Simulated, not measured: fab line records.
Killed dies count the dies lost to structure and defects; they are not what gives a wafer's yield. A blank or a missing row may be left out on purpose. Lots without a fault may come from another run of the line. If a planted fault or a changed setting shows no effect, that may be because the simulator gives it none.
Check of tool commonality / flow gf180mcu / Sampled: 11 lots, 33 wafers

== REASON FOR OPENING ==
GF_MIM_THK_MEAS_11, reading MIM_ALCU_THK: flagged on 3 of 11 lots. No-fault wafers: 200.5 nm, standard deviation 2.
Rule: a lot is flagged when every wafer of it that has a number lies more than 4 standard deviations from that mean, or none has a number. As for the other lots, they are considered sound.

lot=L744; measured=day 25 16:21; on=film_metro-03; MIM_ALCU_THK (nm), wafer by wafer=197.3 198.5 199.7; flag=
lot=L746; measured=day 26 08:13; on=film_metro-04; MIM_ALCU_THK (nm), wafer by wafer=213.7 213.0 212.3; flag=FLAGGED
lot=L747; measured=day 26 11:51; on=film_metro-04; MIM_ALCU_THK (nm), wafer by wafer=213.6 212.5 211.7; flag=FLAGGED
lot=L748; measured=day 26 12:41; on=film_metro-04; MIM_ALCU_THK (nm), wafer by wafer=214.2 212.2 212.3; flag=FLAGGED
lot=L750; measured=day 27 12:56; on=film_metro-04; MIM_ALCU_THK (nm), wafer by wafer=198.7 198.5 199.2; flag=
lot=L756; measured=day 29 05:09; on=film_metro-02; MIM_ALCU_THK (nm), wafer by wafer=201.5 203.3 204.7; flag=
lot=L760; measured=day 30 12:46; on=film_metro-03; MIM_ALCU_THK (nm), wafer by wafer=200.4 201.5 201.2; flag=
lot=L759; measured=day 30 17:29; on=film_metro-02; MIM_ALCU_THK (nm), wafer by wafer=202.2 202.3 203.6; flag=
lot=L761; measured=day 30 18:39; on=film_metro-02; MIM_ALCU_THK (nm), wafer by wafer=201.6 202.2 198.9; flag=
lot=L763; measured=day 31 00:19; on=film_metro-02; MIM_ALCU_THK (nm), wafer by wafer=198.1 198.7 198.9; flag=
lot=L765; measured=day 31 17:03; on=film_metro-04; MIM_ALCU_THK (nm), wafer by wafer=204.3 204.8 201.9; flag=
On average the flagged lots' numbers are 212.8 nm, which is +12.3 nm against the usual, or +6 standard deviations.

== WHICH TOOL EACH LOT WENT THROUGH ==
The record keeps 1 process step preceding the reading, out of 602 steps on the route. Read each cell as the tool, then ch plus the chambers that the sampled wafers visited, then the start.
lot=L744; flag=; GF_MIM_SPUTTER_09=pvd_sputter-03, day 25 16:12
lot=L746; flag=FLAGGED; GF_MIM_SPUTTER_09=pvd_sputter-02, day 26 08:04
lot=L747; flag=FLAGGED; GF_MIM_SPUTTER_09=pvd_sputter-01, day 26 11:37
lot=L748; flag=FLAGGED; GF_MIM_SPUTTER_09=pvd_sputter-01, day 26 12:32
lot=L750; flag=; GF_MIM_SPUTTER_09=pvd_sputter-02, day 27 12:46
lot=L756; flag=; GF_MIM_SPUTTER_09=pvd_sputter-02, day 29 04:59
lot=L760; flag=; GF_MIM_SPUTTER_09=pvd_sputter-03, day 30 12:37
lot=L759; flag=; GF_MIM_SPUTTER_09=pvd_sputter-02, day 30 17:19
lot=L761; flag=; GF_MIM_SPUTTER_09=pvd_sputter-02, day 30 18:30
lot=L763; flag=; GF_MIM_SPUTTER_09=pvd_sputter-01, day 31 00:10
lot=L765; flag=; GF_MIM_SPUTTER_09=pvd_sputter-03, day 31 16:54
These steps, and what they do:
- GF_MIM_SPUTTER_09: material TiN, target thk 35 nm, time 29.2 s.
- GF_MIM_THK_MEAS_11: measures by xrf.

== FLAGGED AGAINST TOTAL, ONE TOOL AT A TIME (gauges that did the reading follow at the end) ==
step=GF_MIM_SPUTTER_09; tool=pvd_sputter-01; lots run=3; flagged=2; share of the flagged lots=some; sound lots run after its first flagged lot=1 (L763)
step=GF_MIM_SPUTTER_09; tool=pvd_sputter-02; lots run=5; flagged=1; share of the flagged lots=some; sound lots run after its first flagged lot=4 (L750,L756,L759,L761)
step=GF_MIM_SPUTTER_09; tool=pvd_sputter-03; lots run=3; flagged=0; share of the flagged lots=none; sound lots run after its first flagged lot=-
step=GF_MIM_THK_MEAS_11; tool=film_metro-02; lots run=4; flagged=0; share of the flagged lots=none; sound lots run after its first flagged lot=-
step=GF_MIM_THK_MEAS_11; tool=film_metro-03; lots run=2; flagged=0; share of the flagged lots=none; sound lots run after its first flagged lot=-
step=GF_MIM_THK_MEAS_11; tool=film_metro-04; lots run=5; flagged=3; share of the flagged lots=all; sound lots run after its first flagged lot=2 (L750,L765)

== THE TABLE: WHAT IT ALLOWS ==
1 row of the table ran every flagged lot: film_metro-04 at GF_MIM_THK_MEAS_11.
- film_metro-04 at GF_MIM_THK_MEAS_11 ran 5 lots, 3 of them flagged. Sound lots followed the first flagged one (L750, L765) on it, something a lasting fault affecting the whole tool could not allow.
No row of the table ran every flagged lot and no sound lot after the first.

== WHAT THE SIMULATOR PUT IN ==
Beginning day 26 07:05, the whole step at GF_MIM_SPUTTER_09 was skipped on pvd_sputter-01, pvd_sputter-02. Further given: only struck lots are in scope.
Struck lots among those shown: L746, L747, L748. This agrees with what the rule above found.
